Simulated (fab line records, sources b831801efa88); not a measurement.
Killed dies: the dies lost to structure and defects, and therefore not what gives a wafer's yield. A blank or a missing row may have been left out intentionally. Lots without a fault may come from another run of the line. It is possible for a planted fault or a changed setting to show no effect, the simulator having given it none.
fab line records -- flow sfqLine
[record] lots = 15, wafers = 43, lastDay = 82
route steps=325 shown I2@104
lots that met no fault: taken from a fault-free run of the same line
startH: start of the lot's first displayed wafer, in hours after the record's first day -- waitH: hours since the lot's step before -- " as in the row above -- L1.1+2: a row that stands for several wafers -- - no value, or no start was given -- * or withheld: withheld -- < > ~ a bound
route shown NAME@n: names a module that has steps shown in the file, with the first one's number in the route -- usual: mean/standard deviation taken from wafers without a fault -- same: alike in all rows -- chamber/n: place in a boat -- sites: the reading at each site -- _std_site: the values' standard deviation -- _edge_site: the outer-site mean with the inner-site mean subtracted -- radiusMm: for every site, how far away it sits from the centre of the wafer -- mask NAME#n: copy n -- behind: the last tool/chamber to shape the wafer -- hold: reason for holding the lot/hours on hold/outcome of the hold -- device: the n, p or np transistor that did not switch -- end of line: at the end of the route, the tests of the same wafers -- for a step that has no rows: nothing shown but its recipe -- killed: at the first sort, the dies lost to defects and structure; wafer yield is something else -- map: dies across one wafer; x = killed, . = not, _ = none there
set.NAME: the run value of the setting; set.NAME@STEP: its run value at that earlier step -- model.NAME: the simulator's own value behind a step, which no gauge read
a sample of lots followed through the steps of the route, with each step as a table and each wafer as a row
services: a tool's chamber out of use, with start hour (startH, from the record's first day; less than 0 if before it), hours out, and reason
[[steps]]
[step SFQ_TRILAYER_I2_CMP_CMP_064]
[recipe] material = SiO2, downForcePsi = 3, platenRpm = 60, padVelocityMS = 0.94248
[usual] motorCurrentA = 10.7/0.99, retainingRingPressureFrac = 1.000/0.005, timeToEndpointS = 214/6.4
lot.wafer,tool,chamber,startH,waitH,motorCurrentA,retainingRingPressureFrac,timeToEndpointS
L170.1,cmp-01,2,527.77,2.7,10.3,1.001,204
L170.2,cmp-01,1,529.27,4.2,11.8,1.001,212
L170.5,cmp-01,2,529.27,4.2,10.0,1.001,211
L171.3,cmp-02,2,531.69,1.1,9.6,1.008,208
L171.1,cmp-02,3,531.69,1.1,9.8,0.996,203
L171.2,cmp-02,1,533.19,2.6,11.4,0.996,202
L172.4,cmp-01,1,539.79,0.0,11.9,1.000,217
L172.2,cmp-01,3,540.79,1.0,11.1,1.006,204
L172.6,cmp-01,1,541.79,2.0,11.5,1.003,216
L174.2,cmp-01,3,551.79,0.9,12.0,1.015,214
L174.1,cmp-01,2,553.29,2.4,9.9,1.002,209
L174.6,cmp-01,3,553.29,2.4,10.6,1.012,216
L177.2,cmp-01,0,583.24,5.1,11.1,1.007,214
L177.3,cmp-01,1,583.24,5.1,12.7,1.007,213
L177.6,cmp-01,3,584.74,6.5,11.7,0.999,215
L183.4,cmp-01,0,816.78,0.6,11.6,1.000,253
L183.3,cmp-01,3,818.28,2.1,11.1,1.001,212
L184.4,cmp-01,0,823.28,2.3,11.2,0.995,259
L184.2,cmp-01,1,823.28,2.3,11.5,0.993,211
L184.5,cmp-01,3,824.78,3.8,11.5,0.998,212
L185.2,cmp-01,3,829.28,4.7,11.2,1.008,225
L185.6,cmp-01,3,831.28,6.7,10.9,1.009,263
L186.1,cmp-01,0,837.78,8.4,10.8,0.999,216
L186.5,cmp-01,0,839.78,10.4,11.3,1.001,230
L186.6,cmp-01,1,839.78,10.4,11.9,1.005,225
L187.3,cmp-02,2,900.12,21.2,9.3,1.001,203
L187.6,cmp-02,0,901.12,22.2,9.6,1.002,213
L187.5,cmp-02,1,901.12,22.2,10.6,0.995,215
L188.1,cmp-02,3,902.12,19.6,9.5,0.988,205
L188.2,cmp-02,0,902.12,19.6,9.9,1.008,211
L188.3,cmp-02,2,903.62,21.1,9.5,1.002,202
L189.1,cmp-01,2,917.28,24.0,9.8,1.000,211
L189.5,cmp-01,3,917.28,24.0,11.2,1.002,222
L189.6,cmp-01,0,917.28,24.0,11.7,0.996,214
L190.1,cmp-02,2,921.12,26.6,9.5,0.997,214
L190.3,cmp-02,0,922.12,27.6,9.7,1.004,213
L190.5,cmp-02,2,923.12,28.6,9.4,1.002,211
L191.2,cmp-01,1,922.78,27.1,12.1,0.994,219
L191.1,cmp-01,2,922.78,27.1,9.9,0.988,216
L191.5,cmp-01,3,922.78,27.1,11.2,1.003,221
L192.4,cmp-01,3,924.78,26.6,10.9,1.006,218
L192.2,cmp-01,1,925.78,27.7,12.4,1.000,213
L192.6,cmp-01,0,927.28,29.1,11.8,0.997,213
[step SFQ_TRILAYER_I2_METRO_MEASURE_065]
[usual] thkNm = 200.2/0.91
lot.wafer,tool,chamber,startH,waitH,thkNm
L170.1,filmMetro-02,-,530.89,0.1,200.3
L170.2,filmMetro-02,-,530.89,0.1,200.5
L170.5,filmMetro-02,-,530.89,0.1,200.7
L171.1,filmMetro-01,-,534.81,0.1,200.6
L171.2,filmMetro-01,-,534.81,0.1,201.2
L171.3,filmMetro-01,-,534.81,0.1,200.1
L172.2,filmMetro-01,-,543.11,0.3,201.6
L172.4,filmMetro-01,-,543.11,0.3,201.2
L172.6,filmMetro-01,-,543.11,0.3,201.1
L174.1,filmMetro-01,-,554.91,0.1,199.7
L174.2,filmMetro-01,-,554.91,0.1,200.4
L174.6,filmMetro-01,-,554.91,0.1,201.5
L177.2,filmMetro-02,-,585.56,0.3,199.6
L177.3,filmMetro-02,-,585.56,0.3,200.2
L177.6,filmMetro-02,-,585.56,0.3,199.3
L183.3,filmMetro-01,-,820.30,0.5,199.6
L183.4,filmMetro-01,-,820.30,0.5,149.3
L184.2,filmMetro-04,-,826.10,0.3,200.4
L184.4,filmMetro-04,-,826.10,0.3,150.1
L184.5,filmMetro-04,-,826.10,0.3,201.0
L185.2,filmMetro-02,-,832.10,0.3,200.9
L185.6,filmMetro-02,-,832.10,0.3,151.3
L186.1,filmMetro-04,-,840.90,0.1,200.1
L186.5,filmMetro-04,-,840.90,0.1,201.3
L186.6,filmMetro-04,-,840.90,0.1,201.7
L187.3,filmMetro-01,-,902.64,0.5,198.1
L187.5,filmMetro-01,-,902.64,0.5,198.3
L187.6,filmMetro-01,-,902.64,0.5,200.0
L188.1,filmMetro-04,-,905.24,0.1,198.8
L188.2,filmMetro-04,-,905.24,0.1,198.4
L188.3,filmMetro-04,-,905.24,0.1,199.7
L189.1,filmMetro-04,-,918.90,0.1,199.8
L189.5,filmMetro-04,-,918.90,0.1,200.0
L189.6,filmMetro-04,-,918.90,0.1,201.8
L190.1,filmMetro-02,-,924.24,0.1,198.1
L190.3,filmMetro-02,-,924.24,0.1,199.0
L190.5,filmMetro-02,-,924.24,0.1,198.3
L191.1,filmMetro-04,-,924.90,0.1,200.2
L191.2,filmMetro-04,-,924.90,0.1,201.2
L191.5,filmMetro-04,-,924.90,0.1,201.3
L192.2,filmMetro-02,-,928.10,0.3,199.1
L192.4,filmMetro-02,-,928.10,0.3,200.8
L192.6,filmMetro-02,-,928.10,0.3,199.8
[step SFQ_TRILAYER_I2_VIA_ETCH_VIA_ETCH_070]
[recipe] target = SiO2, stopOn = Nb, maskMaterial = PR, taperDeg = 20, chemistry = CHF3, targetDepthNm = 260, sourceW = 500, biasW = 80, pressureMtorr = 30, timeS = withheld
[usual] drypumpMotorCurrentA = 5.6/0.65, oesProductAu = 0.855/0.0051
lot.wafer,tool,chamber,startH,waitH,drypumpMotorCurrentA,oesProductAu
L170.1,rieDiel-03,3,685.93,0.0,5.3,0.853
L170.2,rieDiel-03,2,685.93,0.0,6.5,0.848
L170.5,rieDiel-03,2,685.93,0.0,6.5,0.860
L171.1,rieDiel-02,0,690.53,0.0,6.4,0.856
L171.2,rieDiel-02,1,690.53,0.0,4.8,0.857
L171.3,rieDiel-02,2,690.53,0.0,5.6,0.853
L172.2,rieDiel-03,1,696.53,0.0,6.5,0.860
L172.4,rieDiel-03,3,696.53,0.0,5.2,0.856
L172.6,rieDiel-03,3,696.53,0.0,5.2,0.851
L174.1,rieDiel-01,2,711.68,0.0,5.6,0.852
L174.2,rieDiel-01,1,711.68,0.0,4.7,0.858
L174.6,rieDiel-01,0,711.68,0.0,5.7,0.865
L177.2,rieDiel-03,0,717.81,0.0,5.1,0.861
L177.3,rieDiel-03,3,717.81,0.0,5.2,0.864
L177.6,rieDiel-03,3,717.81,0.0,5.3,0.853
L183.3,rieDiel-02,1,953.98,0.0,4.8,0.853
L183.4,rieDiel-02,3,953.98,0.0,5.8,0.730
L184.2,rieDiel-03,3,957.58,0.0,5.2,0.856
L184.4,rieDiel-03,1,957.58,0.0,6.5,0.739
L184.5,rieDiel-03,3,957.58,0.0,5.2,0.859
L185.2,rieDiel-03,1,961.18,0.0,6.5,0.864
L185.6,rieDiel-03,1,961.18,0.0,6.5,0.738
L186.1,rieDiel-02,1,963.58,0.0,4.8,0.854
L186.5,rieDiel-02,3,963.58,0.0,5.8,0.857
L186.6,rieDiel-02,0,963.58,0.0,6.4,0.861
L187.3,rieDiel-03,2,1007.98,0.0,6.5,0.854
L187.5,rieDiel-03,3,1007.98,0.0,5.2,0.855
L187.6,rieDiel-03,2,1007.98,0.0,6.5,0.851
L188.1,rieDiel-01,0,1010.38,0.0,5.7,0.849
L188.2,rieDiel-01,1,1010.38,0.0,4.7,0.842
L188.3,rieDiel-01,2,1010.38,0.0,5.6,0.860
L189.1,rieDiel-01,0,1029.32,0.0,5.7,0.857
L189.5,rieDiel-01,1,1029.32,0.0,4.7,0.853
L189.6,rieDiel-01,2,1029.32,0.0,5.6,0.867
L190.1,rieDiel-03,0,1032.92,0.0,5.1,0.851
L190.3,rieDiel-03,3,1032.92,0.0,5.2,0.856
L190.5,rieDiel-03,0,1032.92,0.0,5.1,0.851
L191.1,rieDiel-02,1,1034.12,0.0,4.8,0.851
L191.2,rieDiel-02,0,1034.12,0.0,6.4,0.863
L191.5,rieDiel-02,2,1034.12,0.0,5.6,0.851
L192.2,rieDiel-01,2,1035.32,0.0,5.6,0.852
L192.4,rieDiel-01,1,1035.32,0.0,4.7,0.858
L192.6,rieDiel-01,0,1035.32,0.0,5.7,0.852
[[services]]
tool,chamber,startH,hours,kind
rieDiel-03,3,511.91,13.4,repair
cmp-01,-,567.19,0.6,repair
cmp-01,-,575.63,0.4,repair
rieDiel-03,-,608.51,0.4,repair
cmp-01,-,611.76,2.2,pm
rieDiel-03,-,616.41,14.6,pm
cmp-01,-,640.86,1.8,repair
rieDiel-03,2,642.55,2.7,repair
cmp-01,-,664.61,3.9,pm
cmp-01,-,677.66,0.3,repair
rieDiel-03,1,692.40,2.6,repair
cmp-01,-,745.68,12.0,pm
cmp-01,-,757.72,4.0,pm
rieDiel-03,-,769.94,2.8,pm
cmp-01,-,794.45,3.8,repair
rieDiel-03,0,831.82,6.7,repair
cmp-01,-,833.06,0.6,repair
rieDiel-03,-,833.68,1.0,repair
rieDiel-03,0,885.47,4.3,repair
cmp-01,-,910.18,1.0,repair
cmp-01,-,964.94,1.3,repair
cmp-01,-,982.24,4.2,pm
cmp-01,-,989.35,14.4,repair
cmp-01,-,992.38,3.0,repair
[[key]]
[firstSign] step = SFQ_TRILAYER_I2_CMP_CMP_064, reading = timeToEndpointS, direction = up, sigmas = 6.9, usual = *, struck = *
[effect] step = SFQ_TRILAYER_I2_METRO_MEASURE_065, reading = thkNm, direction = down, sigmas = 55, usual = 200.2, struck = 150.2
[effect] step = SFQ_TRILAYER_I2_VIA_ETCH_VIA_ETCH_070, reading = oesProductAu, direction = down, sigmas = 24, usual = 0.855, struck = 0.736
metAt SFQ_TRILAYER_I2_CMP_CMP_064
struckLots L183,L184,L185
struckWafers L183.4,L184.4,L185.6
[fault] kind = processParameterDrift, tool = cmp-01, chamber = -, onsetH = 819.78, steps = SFQ_TRILAYER_I2_CMP_CMP_064, channel = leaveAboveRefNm, offset = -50, shape = step, endH = 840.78, scope = struckWafersOnly, actsIn = theseRecipesOnly, stated = 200
